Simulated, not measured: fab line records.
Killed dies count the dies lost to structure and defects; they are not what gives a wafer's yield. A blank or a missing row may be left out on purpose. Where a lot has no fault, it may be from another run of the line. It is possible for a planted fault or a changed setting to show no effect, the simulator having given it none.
Which of the tools did it? -- flow gf180mcu -- 6 lots, 18 wafers sampled, at 2 steps of a route of 602

== WHAT EACH GAUGE READ, for each wafer ==
GF_POLY_GATE_THK_MEAS_01.
lot,measured,on,POLY_GATE_CVD_00_THK (nm)
L944,day 9 14:35,film_metro-02,196.8 194.4 194.8
L946,day 10 00:14,film_metro-01,194.7 194.7 194.9
L948,day 10 08:56,film_metro-01,194.2 193.8 194.6
L953,day 11 22:13,film_metro-02,193.6 193.4 193.4
L959,day 13 14:58,film_metro-03,195.9 193.6 192.5
L963,day 14 20:02,film_metro-03,197.1 197.9 196.1

== TOOL THAT RAN EACH LOT (tool first, then ch and the chambers of the sampled wafers, then the start) ==
lot,GF_MVSD_STRIP_10
L944,"plasma_asher-03 ch 0,1, day 5 04:05"
L946,"plasma_asher-01 ch 0,1, day 5 15:03"
L948,"plasma_asher-01 ch 0,1, day 6 02:30"
L953,"plasma_asher-01 ch 0,1, day 7 08:40"
L959,"plasma_asher-02 ch 0,1, day 8 17:35"
L963,"plasma_asher-03 ch 0,1, day 9 17:14"
- GF_MVSD_STRIP_10: strips in O2/N2.

== THE ANSWER, worked out from the rows above alone ==
Rule: the lots themselves supply what counts as usual. Put in order of their means at a reading, lots are off if they are a third of the lots or fewer, leave a main group of 4 or more, and stand apart from it by a gap of 3 or more times the standard deviation of the main group's means; of several such gaps the widest counts. Not used: any main group whose means are identical at the precision the tables above print for the reading. A lot without any number at a reading at which 4 lots or more have one is off too. Any other lot the step has rows for is counted as sound.
No lot is off on any of the readings shown, so nothing can be concluded from this.

== WHAT THE SIMULATOR HAD PUT IN ==
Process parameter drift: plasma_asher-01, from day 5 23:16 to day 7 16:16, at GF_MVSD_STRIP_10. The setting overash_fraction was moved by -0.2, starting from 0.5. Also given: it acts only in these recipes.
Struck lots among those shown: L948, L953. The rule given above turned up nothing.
